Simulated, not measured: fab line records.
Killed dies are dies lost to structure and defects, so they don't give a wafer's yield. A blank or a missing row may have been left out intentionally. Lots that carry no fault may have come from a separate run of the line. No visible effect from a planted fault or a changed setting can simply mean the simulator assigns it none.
8D (eight disciplines) problem report, filled in by code :: flow sky130 :: the parts of the form that need people (team, actions taken, sign-off) are left out

## 1. THE ISSUE
killedAtOther at SKY_PAD_OPEN_PROBE_99 reads a mean of 26.0 on 3 wafers of 2 lots; wafers without a fault read 0.4 with a standard deviation of 0.72. That is +36 standard deviations from the usual mean.
Seen first at day 49 03:43 on prober-01, wafer L848.4. The record has a number at this step for 22 wafers belonging to 8 lots. The rule behind "out" and "out of limits": a value lying over 4 standard deviations away from the usual mean. The rest of the wafers with a number are treated as sound.

## 2. WHAT IT IS AND WHAT IT IS NOT
question: which readings at this step
is: killedAtOther
is not: defectLimitedYield, killed_at_M0_to_M3, killed_at_M4_up, killedAtContacts, killedAtFrontEnd, killedOpen, killedShort, sort_bin_6_memory, sortYieldPct

question: which lots
is: L848, L852
is not: L841, L843, L845, L847, L857, L859

question: which wafers of those lots
is: L848.4, L852.2, L852.5
is not: L848.1, L848.6, L852.6

question: read on which tools
is: prober-01, prober-02
is not: -

question: when
is: from day 49 03:43
is not: up to then (13 sound wafers); but 6 sound wafers of L848, L852, L857, L859 came after

## 3. WHAT RULES OUT EACH SUSPECT
Counting: a tool at a process step up to the reading stays a suspect if it ran every lot that is out. Sound lots after the first of them don't rule it out here, since some wafers of a struck lot are sound.
- rieDiel-04 at SKY_PAD_OPEN_ETCH_07 (etches the open film in CF4/O2, stops on AlCu, target depth 725 nm, time 169 s): kept. It ran every lot that is out, first L848 (day 49 01:14); its last sound lot up to then is L845 (day 48 05:59).
- At SKY_PAD_OPEN_ETCH_07, inside rieDiel-04: chamber 1 took the wafers that are out, while their sound lot-mates went through chambers 0, 2, 3.
After counting, what remains is rieDiel-04 at SKY_PAD_OPEN_ETCH_07.

## 4. THE CAUSE (what the simulator had put in)
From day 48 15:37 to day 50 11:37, rieDiel-04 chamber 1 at SKY_PAD_OPEN_ETCH_07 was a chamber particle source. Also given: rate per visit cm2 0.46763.
This tool alone remained once counting was done.

## 5. THE CHAIN OF EFFECTS, in route order
One row per reading whose mean, taken over the struck wafers that have a number, lies over 3 standard deviations from the usual. Only readings whose record carries a usual standard deviation are examined. hours: median over the lots of the time between each lot's start at the first step of this table that gives one and its start at this step. sigmas: the change, counted in usual standard deviations.
hours: 0
step: SKY_PAD_OPEN_PROBE_99
reading: killedAtOther
usual: 0.4
on struck wafers: 26.0
change: +25.6
sigmas: +36
Its process steps:
- SKY_PAD_OPEN_PROBE_99

## 6. WHAT WOULD HAVE CAUGHT IT SOONER
First out-of-limits reading in this record: day 49 03:43, which is 12 hours after fault onset at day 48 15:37.
No tool reading at SKY_PAD_OPEN_ETCH_07 that has a usual standard deviation in the record was out on any struck wafer, so an alarm limit of 4 standard deviations on those readings would not have fired.
Lots out: 2; of these, L852 started SKY_PAD_OPEN_ETCH_07 on rieDiel-04 after day 49 03:43. A tool hold placed at that time would have kept it from harm.
